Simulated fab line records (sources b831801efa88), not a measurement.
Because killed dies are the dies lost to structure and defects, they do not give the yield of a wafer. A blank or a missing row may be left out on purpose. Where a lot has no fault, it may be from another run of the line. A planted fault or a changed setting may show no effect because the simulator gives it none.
A single fault, viewed from 2 desks | flow gf180mcu | each desk holds nothing but its own numbers, with what lay behind them at the end

AT THE METROLOGY DESK
What the gauges read for every lot (on any tool): the sampled wafers with a number, averaged. The brackets show how far a lot's mean lies from the usual mean; more than 4 standard deviations puts the lot out of limits, marked OUT.
Columns: A = CONTACT_W_RS at GF_CONTACT_RS_MEAS_25, usual 0.405 ohm/sq; B = CONTACT_W_THK at GF_CONTACT_THK_MEAS_26, usual 289 nm
lot  | first seen here | A     | B
L381 | day 17 16:34    | 0.415 | 280
L383 | day 17 23:14    | 0.396 | 297
L393 | day 21 17:07    | 0.407 | 284
L394 | day 22 01:33    | 0.392 | 301
L395 | day 22 11:38    | 0.417 | 279
L397 | day 23 04:36    | 0.397 | 298
Finding of this desk: none of the 6 lots has anything out of limits.

TOOL OWNER'S DESK, pvdSputter-04
The tool's own readings at GF_M1_SPUTTER_00 (material Ti, target thk 37.5 nm, time 150 s): means of the sampled wafers that have a number, for each lot that ran on this tool. The brackets show how far a lot's mean lies from the usual mean; more than 4 standard deviations puts the lot out of limits, marked OUT.
Columns: A = chamberPressurePa at GF_M1_SPUTTER_00, usual 2.001 Pa; B = throttleValvePct at GF_M1_SPUTTER_00, usual 29.9 %
lot  | first seen here | A               | B
L381 | day 17 17:01    | 1.999           | 30.5
L393 | day 21 17:34    | 2.083 (+22) OUT | 29.4
L394 | day 22 02:01    | 2.079 (+20) OUT | 28.6
Finding of this desk: L393, L394 out of limits; the first was L393 at day 21 17:34, on chamberPressurePa at GF_M1_SPUTTER_00. L381: within limits.

TAKEN TOGETHER
At day 21 17:34, on L393, L394, the tool owner's desk was in a position to raise an alarm.
Nothing out of limits was seen by the metrology desk.
The metrology desk holds a record of L393, L394, inside its limits.
The lots listed all ran GF_M1_SPUTTER_00 on pvdSputter-04.

WHAT HAD BEEN PUT IN BY THE SIMULATOR
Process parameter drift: pvdSputter-04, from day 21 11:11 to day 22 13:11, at GF_M1_SPUTTER_00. From 2, the setting chamberPressurePa moved by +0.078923. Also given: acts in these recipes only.
Shown lots that were struck: L393, L394.
Hours from the fault's start to each desk's first reading out of limits: the tool owner's desk, 6.
